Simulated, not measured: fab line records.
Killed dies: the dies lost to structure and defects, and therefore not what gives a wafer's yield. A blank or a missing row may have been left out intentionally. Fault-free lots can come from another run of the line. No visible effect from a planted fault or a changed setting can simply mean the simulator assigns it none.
Split-lot trial    flow gf180mcu    23 wafers read across 5 lots, on a route 602 steps long

## THE SPLIT
At GF_HV_LDD_EXPOSE_28 (exposes mask Nplus HV AREA, target cd 400 nm), the setting doseMj was moved away from the recipe's 140 on 7 of the 23 wafers read, by -6.4% to +3.6%. The other wafers ran this setting at the recipe's value.

## FROM THE SPLIT TO THE READING: what the file shows between them, 2 steps
- GF_HV_LDD_PEB_29
- GF_HV_LDD_DEVELOP_30: develop time 60 s

## THE READING
Shown in nm: cdNm at GF_HV_LDD_CD_MEAS_31, with target cd 400 nm. A value of 399.4 nm with a standard deviation of 2.3 nm is what fault-free wafers of this fab line usually give.

wafer   tool, chamber at the split  doseMj as run  against the recipe  cdNm, nm  against lot-mates on the recipe
L074.1  ilineStepper-02, 0          145.1          +3.6%               409.6     +7.5
L074.2  ilineStepper-02, 0          140            recipe              402.0     -
L074.3  ilineStepper-02, 0          145.1          +3.6%               407.6     +5.5
L074.4  ilineStepper-02, 0          140            recipe              401.1     -
L074.6  ilineStepper-02, 0          140            recipe              403.2     -
L076.1  ilineStepper-02, 0          140            recipe              401.1     -
L076.2  ilineStepper-02, 0          131.1          -6.4%               379.8     -21.7
L076.4  ilineStepper-02, 0          131.1          -6.4%               381.5     -20.0
L076.5  ilineStepper-02, 0          140            recipe              401.8     -
L076.6  ilineStepper-02, 0          131.1          -6.4%               382.5     -19.0
L077.1  ilineStepper-02, 0          140            recipe              398.9     -
L077.5  ilineStepper-02, 0          140            recipe              397.3     -
L077.6  ilineStepper-02, 0          140            recipe              397.6     -
L078.1  ilineStepper-02, 0          140            recipe              402.7     -
L078.2  ilineStepper-02, 0          140            recipe              398.6     -
L078.4  ilineStepper-02, 0          140            recipe              401.6     -
L078.5  ilineStepper-02, 0          137.1          -2.1%               393.2     -7.8
L078.6  ilineStepper-02, 0          137.1          -2.1%               392.9     -8.1
L080.2  ilineStepper-01, 0          140            recipe              398.1     -
L080.3  ilineStepper-01, 0          140            recipe              397.4     -
L080.4  ilineStepper-01, 0          140            recipe              397.2     -
L080.5  ilineStepper-01, 0          140            recipe              398.3     -
L080.6  ilineStepper-01, 0          140            recipe              398.0     -

THE FIT
A straight line over all 23 wafers: cdNm changes by +2.81 nm for each +1% of doseMj; r = +0.97; the points scatter about the line by 1.9 nm.
The same after taking each lot's own level away (the mean of its wafers on the recipe; 23 wafers): +2.9 nm for each +1%; r = +0.98; scatter 1.6 nm.
That fit puts the effect of the largest move of doseMj on the reading at 18 nm.
Across the lots, their own levels run from 397.80 to 402.10 nm, a range of 1.9 times the standard deviation given above.
The two slopes agree, so the slope changes little with the lot-to-lot level.
Check: -18.3 nm against its lot-mates is what the line predicts for one of the wafers moved furthest among these (-6.4%) when that wafer is left out of the fit. It came out at -21.7 nm against them.

## OTHER SPLITS APPLIED TO THESE WAFERS
These wafers also went through other splits before the reading. Each is held against what the fit with the lots' levels taken away leaves over:
other split on the same wafers        wafers away from the commonest value  r with cdNm (lot level and that fit taken away)
GF_VT_IMPLANT_STRIP_31 pressureMtorr  15                                    +0.24
GF_DUAL_GATE_OXIDATION_02 oxTimeS     18                                    -0.07
GF_DUAL_GATE_COAT_06 resistThkNm      8                                     +0.02
GF_DUAL_GATE_OXIDATION_15 tempC       5                                     -0.25
GF_POLY_GATE_ETCH_13 icpW             6                                     -0.18
GF_HV_LDD_DEVELOP_06 devTempC         8                                     -0.22
GF_HV_LDD_IMPLANT_21 doseCm2          10                                    -0.52

## THE FILE'S OWN FIT
cdNm changes by +2.9 nm for each +1% of doseMj, r = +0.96.
